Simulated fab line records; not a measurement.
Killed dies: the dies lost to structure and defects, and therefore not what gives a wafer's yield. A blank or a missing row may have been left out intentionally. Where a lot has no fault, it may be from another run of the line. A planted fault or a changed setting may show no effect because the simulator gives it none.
Which tool did it? ; flow gf180mcu ; 24 lots with 72 wafers sampled at 3 steps, on a route of 602 steps

WHAT THE GAUGES SHOWED, per wafer
GF_STI_CD_MEAS_12: the cd target is 220 nm.
lot;measured;on;cd-nm (nm)
L074;day 2 01:43;cd-sem-01;221.3 221.8 220.4
L075;day 2 06:20;cd-sem-02;221.4 220.8 220.6
L076;day 2 12:01;cd-sem-01;217.9 219.1 217.7
L077;day 2 16:53;cd-sem-01;218.9 218.7 219.3
L078;day 2 22:10;cd-sem-01;220.1 218.3 219.6
L079;day 3 04:01;cd-sem-02;218.5 219.4 219.2
L080;day 3 08:59;cd-sem-01;219.1 218.5 219.1
L081;day 3 14:41;cd-sem-01;220.8 220.4 219.7
L082;day 3 19:28;cd-sem-01;219.0 220.1 218.9
L083;day 4 00:13;cd-sem-02;217.7 218.4 217.9
L084;day 4 05:32;cd-sem-01;219.6 219.3 219.7
L085;day 4 10:24;cd-sem-02;218.4 219.0 219.8
L086;day 4 15:10;cd-sem-02;222.9 223.0 223.0
L087;day 4 20:08;cd-sem-02;222.4 222.7 222.5
L088;day 5 02:19;cd-sem-01;219.9 219.3 220.2
L089;day 5 06:29;cd-sem-02;220.1 218.8 218.5
L090;day 5 11:50;cd-sem-01;220.3 221.0 218.8
L091;day 5 16:55;cd-sem-02;220.2 219.0 220.0
L092;day 5 23:07;cd-sem-01;218.5 219.8 218.3
L093;day 6 07:10;cd-sem-01;222.0 222.1 222.1
L094;day 6 12:17;cd-sem-01;219.4 219.9 220.5
L095;day 6 16:17;cd-sem-01;222.2 222.4 221.4
L096;day 6 19:58;cd-sem-02;217.5 218.7 218.0
L097;day 7 00:13;cd-sem-01;219.7 219.0 220.4

GF_M1_RS_MEAS_05: uses a four-point probe to measure.
lot;measured;on;M1_ALCU_RS (ohm/sq)
L074;day 16 20:52;film-metro-03;0.0682 0.0700 0.0705
L075;day 17 08:26;film-metro-03;0.0707 0.0695 0.0695
L076;day 17 09:10;film-metro-03;0.0711 0.0695 0.0700
L077;day 17 20:13;film-metro-03;0.0677 0.0696 0.0688
L078;day 18 11:56;film-metro-04;0.0711 0.0699 0.0713
L079;day 18 21:01;film-metro-03;0.0692 0.0703 0.0695
L080;day 19 02:45;film-metro-04;0.0702 0.0701 0.0709
L081;day 19 18:10;film-metro-04;0.0708 0.0704 0.0696
L082;day 19 17:00;film-metro-04;0.0700 0.0690 0.0705
L083;day 20 02:31;film-metro-04;0.0691 0.0696 0.0702
L084;day 20 08:38;film-metro-04;0.0700 0.0700 0.0695
L085;day 20 16:12;film-metro-04;0.0697 0.0702 0.0704
L086;day 21 00:40;film-metro-03;0.0683 0.0680 0.0687
L087;day 21 09:36;film-metro-04;0.0712 0.0696 0.0698
L088;day 22 00:54;film-metro-03;0.0678 0.0679 0.0676
L089;day 22 12:52;film-metro-04;0.0698 0.0685 0.0693
L090;day 22 15:43;film-metro-04;0.0690 0.0693 0.0688
L091;day 23 00:05;film-metro-01;0.0691 0.0690 0.0689
L092;day 23 05:27;film-metro-03;0.0684 0.0695 0.0683
L093;day 23 16:22;film-metro-04;0.0710 0.0709 0.0700
L094;day 23 21:43;film-metro-01;0.0708 0.0702 0.0709
L095;day 24 10:40;film-metro-03;0.0677 0.0683 0.0683
L096;day 24 14:11;film-metro-03;0.0691 0.0700 0.0700
L097;day 24 22:44;film-metro-03;0.0701 0.0689 0.0702

GF_V1_OVL_MEAS_15.
lot;measured;on;V1_OVL (nm)
L074;day 18 22:08;overlay-01;-1 6 4
L075;day 19 10:16;overlay-02;5 4 1
L076;day 19 10:59;overlay-02;-6 -13 -8
L077;day 19 22:11;overlay-01;6 1 -3
L078;day 20 15:17;overlay-02;2 0 -2
L079;day 21 00:05;overlay-02;-4 -1 -2
L080;day 21 05:43;overlay-01;-5 4 -2
L081;day 21 21:29;overlay-02;1 2 -5
L082;day 21 19:56;overlay-02;-3 0 -1
L083;day 22 05:16;overlay-02;-3 0 -6
L084;day 22 10:07;overlay-02;8 1 -4
L085;day 22 17:37;overlay-02;3 6 8
L086;day 23 01:34;overlay-02;4 2 4
L087;day 23 10:35;overlay-02;-3 -2 -3
L088;day 24 00:23;overlay-02;4 0 -3
L089;day 24 12:08;overlay-02;4 -4 1
L090;day 24 14:23;overlay-01;-7 -2 -3
L091;day 24 22:58;overlay-02;1 7 -6
L092;day 25 04:26;overlay-02;-1 0 2
L093;day 25 13:44;overlay-01;-4 -3 -9
L094;day 25 20:16;overlay-02;2 4 0
L095;day 26 07:43;overlay-01;3 0 1
L096;day 26 11:52;overlay-01;-3 2 -3
L097;day 26 19:02;overlay-01;-5 0 -4

TOOL THAT RAN EACH LOT (tool first, then ch and the chambers of the sampled wafers, then the start)
The record shows no process step preceding these readings.

AS READ BY THE TOOLS THEMSELVES (means over the sampled wafers that have a number; for cases with no such wafer, the mark the record gives instead)
The record holds no such reading with a usual standard deviation.

THE ANSWER, worked out from the rows above alone
Rule: usual is defined by the lots themselves. Put in order of their means at a reading, lots are off if they are a third of the lots or fewer, leave a main group of 4 or more, and stand apart from it by a gap of 3 or more times the standard deviation of the main group's means; of several such gaps the widest counts. The tables above print the reading to a certain number of digits; a main group whose means all agree to those digits is not used. Also off: a lot with no number at a reading for which 4 or more lots have one. The other lots that the step has rows for count as sound. First the gauges in route order, then the tools' own readings, where a lot's mean is used as printed above. The first step at which some lot is off is used, and at that step the reading that is off furthest; a lot without a number counts as furthest.
None of the lots is off at any reading shown; this tells nothing.

WHAT HAD BEEN PUT IN BY THE SIMULATOR
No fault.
